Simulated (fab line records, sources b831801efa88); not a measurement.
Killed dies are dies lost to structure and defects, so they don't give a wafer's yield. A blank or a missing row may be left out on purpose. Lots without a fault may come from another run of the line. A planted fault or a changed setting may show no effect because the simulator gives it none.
fab line records | flow sky130
record lots=12 wafers=36 last_day=50
route steps=708 shown FIELD_ISO@2 NWELL@76 LI_CONTACT@383 CONTACT@423 PAD_OPEN@708
lots that met no fault: from a run of the same line without faults
start_h: hours from the record's first day to the start of the lot's first wafer shown | wait_h: hours since the lot's step before | " the same as in the row above | L1.1+2: a row that stands for several wafers | - no value, or no start given | * or withheld: withheld | < > ~ a bound
route shown NAME@n: a module of which the file shows steps, and the number in the route of the first | usual: mean/standard deviation of fault-free wafers | same: alike in all rows | chamber/n: place in a boat | sites: the reading at each site | _std_site: their standard deviation | _edge_site: outer sites' mean less inner sites' | radius_mm: how far each site lies from the wafer's centre | mask NAME#n: copy n | behind: the tool/chamber that last shaped the wafer | hold: why the lot was held/for how many hours/how that ended | device: the transistor (n, p or np) that didn't switch | end of line: the same wafers' tests at the end of the route | a step without rows: its recipe alone | killed: dies lost to structure and defects at the first sort, not the wafer's yield | map: a wafer's dies, x killed, . not, _ none there
set.NAME: the setting as run; set.NAME@STEP: as run at that earlier step | model.NAME: the simulator's own value behind a step, which no gauge read
steps of the route over a sample of lots; a table a step, a row a wafer
services: from which hour (start_h, from the record's first day; less than 0 if before it) a tool's chamber was out of use, for how many hours, and why
## steps
# step SKY_FIELD_ISO_OXIDATION_01
# recipe temp_c=900 ambient=O2 stabilise_s=600 purge_s=300 target_thk_a=120 ox_time_s=1843
# usual spike_tc_lower_C=900.1/1 zone_power_upper_pct=16.64/0.29
# columns lot.wafer tool chamber start_h wait_h spike_tc_lower_C zone_power_upper_pct
L826.1 furnace-01 0 10.93 0.9 900.8 16.76
L826.4 " 0 " " 898.9 16.87
L826.6 " 0 " " 902.5 17.06
L827.4 furnace-02 0 17.71 2.6 899.3 16.20
L827.5 " 0 " " 902.4 16.67
L827.6 " 0 " " 900.0 16.26
L829.2 furnace-01 0 26.50 1.5 899.4 17.05
L829.3 " 0 " " 899.7 16.58
L829.5 " 0 " " 901.3 17.06
L830.2 furnace-01 0 32.16 2.1 899.6 17.03
L830.5 " 0 " " 900.3 16.95
L830.6 " 0 " " 901.3 16.69
L831.4 furnace-02 0 36.03 0.9 900.2 16.29
L831.5 " 0 " " 900.8 16.25
L831.6 " 0 " " 900.0 16.30
L831.4 furnace-01 0 37.88 0.3 901.9 16.95
L831.5 " 0 " " 900.8 17.07
L831.6 " 0 " " 898.6 16.86
L832.1 furnace-02 0 40.18 0.2 898.6 16.21
L832.4 " 0 " " 898.4 16.33
L832.5 " 0 " " 898.2 16.15
L832.1 furnace-01 0 42.64 0.9 900.3 16.95
L832.4 " 0 " " 900.8 17.07
L832.5 " 0 " " 899.9 17.21
L843.1 furnace-01 0 95.99 1.0 899.2 17.02
L843.3 " 0 " " 900.0 16.98
L843.5 " 0 " " 898.7 16.84
L844.2 furnace-02 0 100.12 0.1 899.9 16.36
L844.4 " 0 " " 901.1 16.39
L844.5 " 0 " " 899.9 16.18
L845.1 furnace-02 0 106.01 1.0 898.5 16.56
L845.4 " 0 " " 898.9 16.56
L845.5 " 0 " " 897.3 16.46
L846.1 furnace-02 0 110.40 0.4 898.7 16.39
L846.4 " 0 " " 902.4 16.45
L846.5 " 0 " " 900.3 16.44
L848.1 furnace-01 0 122.24 2.2 899.9 16.87
L848.2 " 0 " " 901.2 16.93
L848.5 " 0 " " 900.6 16.83
L849.2 furnace-01 0 126.17 1.1 900.1 16.64
L849.4 " 0 " " 901.2 17.12
L849.5 " 0 " " 901.9 16.95
# step SKY_FIELD_ISO_THK_MEAS_02
# recipe reads=SiO2_of_FIELD_ISO_OXIDATION_01
# usual FIELD_ISO_OXIDATION_00_THK=12.00/0.22
# columns lot.wafer tool chamber start_h wait_h FIELD_ISO_OXIDATION_00_THK[nm]
L826.1 film_metro-01 - 12.44 0.0 12.12
L826.4 " - " " 11.93
L826.6 " - " " 12.06
L827.4 film_metro-04 - 19.25 0.0 12.09
L827.5 " - " " 12.07
L827.6 " - " " 11.96
L829.2 film_metro-04 - 28.02 0.0 11.96
L829.3 " - " " 11.90
L829.5 " - " " 11.92
L830.2 film_metro-01 - 33.68 0.0 11.85
L830.5 " - " " 11.97
L830.6 " - " " 11.74
L831.4 film_metro-01 - 39.43 0.0 19.10
L831.5 " - " " 18.75
L831.6 " - " " 18.37
L831.4 film_metro-01 - 39.65 0.2 19.11
L831.5 " - " " 18.79
L831.6 " - " " 18.44
L832.1 film_metro-04 - 44.15 0.0 19.11
L832.4 " - " " 19.10
L832.5 " - " " 19.21
L832.1 film_metro-04 - 44.45 0.3 19.19
L832.4 " - " " 19.09
L832.5 " - " " 19.28
L843.1 film_metro-03 - 97.50 0.0 12.34
L843.3 " - " " 12.39
L843.5 " - " " 12.37
L844.2 film_metro-04 - 101.64 0.0 11.55
L844.4 " - " " 11.64
L844.5 " - " " 11.67
L845.1 film_metro-03 - 107.52 0.0 12.03
L845.4 " - " " 11.91
L845.5 " - " " 11.71
L846.1 film_metro-03 - 111.92 0.0 12.29
L846.4 " - " " 12.12
L846.5 " - " " 12.07
L848.1 film_metro-01 - 123.75 0.0 12.37
L848.2 " - " " 12.19
L848.5 " - " " 12.31
L849.2 film_metro-01 - 127.70 0.0 11.71
L849.4 " - " " 11.77
L849.5 " - " " 11.94
# step SKY_NWELL_OVL_MEAS_23
# usual NWELL_01_OVL=-0.2/1.5
# columns lot.wafer tool chamber start_h wait_h NWELL_01_OVL[nm]
L826.1 overlay-02 - 105.72 - -2.1
L826.4 " - " " -0.7
L826.6 " - " " 0.2
L827.4 overlay-01 - 110.02 - 3.1
L827.5 " - " " 1.9
L827.6 " - " " 1.6
L829.2 overlay-01 - 122.76 - -2.2
L829.3 " - " " -1.2
L829.5 " - " " -1.6
L830.2 overlay-01 - 129.47 - -1.0
L830.5 " - " " -1.0
L830.6 " - " " -1.4
L831.4 overlay-02 - 135.62 - -1.4
L831.5 " - " " -1.7
L831.6 " - " " 0.4
L832.1 overlay-01 - 140.55 - -1.8
L832.4 " - " " -2.3
L832.5 " - " " -2.6
L843.1 overlay-01 - 212.27 - 0.3
L843.3 " - " " 0.4
L843.5 " - " " -0.3
L844.2 overlay-02 - 215.55 - 1.4
L844.4 " - " " -0.1
L844.5 " - " " 0.6
L845.1 overlay-01 - 225.15 - -1.3
L845.4 " - " " -1.0
L845.5 " - " " -1.1
L846.1 overlay-01 - 226.95 - 2.9
L846.4 " - " " 1.9
L846.5 " - " " 2.2
L848.1 overlay-02 - 240.70 - 1.7
L848.2 " - " " 1.1
L848.5 " - " " -0.1
L849.2 overlay-01 - 244.90 - 1.0
L849.4 " - " " -0.2
L849.5 " - " " 0.4
# step SKY_LI_CONTACT_CVD_21
# recipe material=W target_thk_nm=400 time_s=120.56 temp_c=396.7 pressure_torr=40
# usual heater_power_outer_w=538/81 heater_power_w=839/110
# same time_s=120.56
# columns lot.wafer tool chamber start_h wait_h heater_power_outer_w heater_power_w since_wet_clean_h
L826.1 cvd_w-01 0 684.91 0.0 495 768 281
L826.4 " 0 " " 501 791 -
L826.6 " 1 " " 502 791 -
L827.4 cvd_w-02 0 691.11 0.1 457 728 -
L827.5 " 1 " " 656 1034 -
L827.6 " 0 " " 461 740 -
L829.2 cvd_w-01 0 706.07 0.1 500 803 -
L829.3 " 0 " " 507 813 -
L829.5 " 0 " " 495 791 -
L830.2 cvd_w-02 0 721.33 0.1 470 734 -
L830.5 " 0 " " 463 737 -
L830.6 " 0 " " 456 738 -
L831.4 cvd_w-02 1 728.05 0.1 682 1058 -
L831.5 " 0 " " 466 736 -
L831.6 " 1 " " 674 1038 -
L832.1 cvd_w-01 1 729.76 0.0 509 817 326
L832.4 " 0 " " 487 781 -
L832.5 " 0 " " 494 818 -
L844.2 cvd_w-01 1 826.03 0.0 515 802 422
L844.4 " 1 " " 513 827 -
L844.5 " 0 " " 501 806 -
L843.1 cvd_w-02 0 827.70 0.0 469 711 924
L843.3 " 0 " " 474 740 -
L843.5 " 1 " " 669 1033 -
L845.1 cvd_w-01 0 833.40 0.0 496 790 429
L845.4 " 1 " " 521 817 -
L845.5 " 0 " " 504 797 -
L846.1 cvd_w-01 1 837.23 0.0 518 828 433
L846.4 " 0 " " 501 801 -
L846.5 " 1 " " 512 805 -
L848.1 cvd_w-01 1 855.31 0.0 518 803 451
L848.2 " 0 " " 499 777 451
L848.5 " 0 " " 508 791 -
L849.2 cvd_w-02 0 857.96 0.0 473 741 954
L849.4 " 0 " " 477 739 -
L849.5 " 0 " " 463 718 -
# step SKY_CONTACT_ETCH_17
# recipe target=SiO2 chemistry=C4F8/O2/Ar stop_on=Si3N4 mask_material=KrF-thick source_w=1500 bias_w=1200 pressure_mtorr=40 c4f8_flow_sccm=withheld O2_flow_sccm=6 Ar_flow_sccm=300 time_s=withheld target_depth_a=3400
# usual oes_product_au=0.892/0.0046
# columns lot.wafer tool chamber start_h wait_h oes_product_au
L826.1 rie_diel-02 2 743.63 0.0 0.891
L826.4 " 1 " " 0.886
L826.6 " 2 " " 0.883
L827.4 rie_diel-02 1 749.02 0.0 0.897
L827.5 " 2 " " 0.891
L827.6 " 0 " " 0.897
L829.2 rie_diel-02 0 764.21 0.0 0.893
L829.3 " 3 " " 0.896
L829.5 " 0 " " 0.888
L831.4 rie_diel-02 3 785.37 0.0 0.898
L831.5 " 0 " " 0.903
L831.6 " 2 " " 0.885
L832.1 rie_diel-03 0 785.73 0.0 0.905
L832.4 " 1 " " 0.903
L832.5 " 1 " " 0.900
L830.2 rie_diel-02 2 786.66 0.0 0.897
L830.5 " 0 " " 0.890
L830.6 " 3 " " 0.891
L844.2 rie_diel-02 0 880.01 0.0 0.890
L844.4 " 2 " " 0.894
L844.5 " 3 " " 0.893
L843.1 rie_diel-01 0 881.34 0.0 0.893
L843.3 " 3 " " 0.888
L843.5 " 0 " " 0.892
L845.1 rie_diel-01 2 887.94 0.0 0.901
L845.4 " 0 " " 0.892
L845.5 " 3 " " 0.896
L846.1 rie_diel-01 2 891.38 0.0 0.886
L846.4 " 2 " " 0.893
L846.5 " 3 " " 0.891
L848.1 rie_diel-03 0 908.71 0.0 0.889
L848.2 " 2 " " 0.888
L848.5 " 1 " " 0.896
L849.2 rie_diel-03 1 912.18 0.0 0.887
L849.4 " 0 " " 0.888
L849.5 " 3 " " 0.893
# step SKY_PAD_OPEN_PROBE_99
# usual killed_at_M0_to_M3=42/6.3 killed_at_M4_up=2.8/1.9 killed_at_contacts=23/5.3 killed_at_front_end=16/4.3 killed_at_other=0.2/0.51 killed_dies=84/9.3 killed_open=46/7.6 killed_short=38/6.3
# same gross_dies=492 killed_at_back_side=0
# columns lot.wafer tool chamber start_h wait_h killed_at_M0_to_M3 killed_at_M4_up killed_at_contacts killed_at_front_end killed_at_other killed_dies killed_open killed_short
L832.1 prober-01 - 1118.36 0.1 44 0 16 16 0 76 36 40
# killed by level:class
L832.1 VIA1:geometric_particle:open=10 POLY_GATE:geometric_particle:short=6 VIA1:geometric_particle:short=5 VIA3:geometric_particle:short=5 POLY_GATE:geometric_particle:open=4 LI_CONTACT:geometric_particle:open=4 VIA2:geometric_particle:open=4 METAL3:geometric_particle:short=4
## services
# columns tool chamber start_h hours kind
furnace-02 - 0.21 3.4 pm
cvd_w-01 - 1.85 6.9 pm
furnace-02 - 3.61 2.6 pm
furnace-01 - 18.04 4.5 pm
rie_diel-02 - 28.04 2.5 repair
rie_diel-02 1 73.54 1.4 repair
cvd_w-01 1 163.39 5.5 repair
furnace-02 - 167.65 3.3 pm
furnace-01 - 186.63 2.7 pm
furnace-01 - 252.58 3.8 pm
furnace-01 - 355.42 3.7 pm
cvd_w-01 - 390.00 14.0 pm
cvd_w-01 0 430.67 1.3 repair
cvd_w-01 1 434.57 5.9 repair
furnace-01 - 522.04 4.6 pm
furnace-01 - 534.04 3.0 pm
furnace-01 - 581.84 6.3 pm
cvd_w-01 1 640.22 7.7 repair
furnace-01 - 690.04 4.0 pm
cvd_w-01 1 690.41 16.9 repair
cvd_w-01 - 750.45 2.8 pm
cvd_w-01 1 774.19 3.6 repair
furnace-01 - 815.71 3.7 pm
furnace-01 - 858.20 1.9 pm
## key
first_sign step=SKY_FIELD_ISO_OXIDATION_01 reading=visit direction=added
effect step=SKY_FIELD_ISO_THK_MEAS_02 reading=visit direction=added
effect step=SKY_FIELD_ISO_THK_MEAS_02 reading=FIELD_ISO_OXIDATION_00_THK direction=up sigmas=31 usual=12.00 struck=18.94
met_at SKY_FIELD_ISO_OXIDATION_01
struck_lots L831,L832
tester_left_out L831,L832
not_acting_at SKY_NWELL_OVL_MEAS_23,SKY_LI_CONTACT_CVD_21,SKY_CONTACT_ETCH_17
fault kind=repeated_step_whole tool=furnace-01,furnace-02 chamber=- onset_h=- steps=SKY_FIELD_ISO_OXIDATION_01 times=1 scope=struck_lots_only
# tester_left_out: of these lots the tester's yield and bins aren't shown, on N5 and GAA mostly nor the transistor test; their killed dies are dies lost to structure and defects alone, not to doping, threshold or leakage, so they don't give the yield
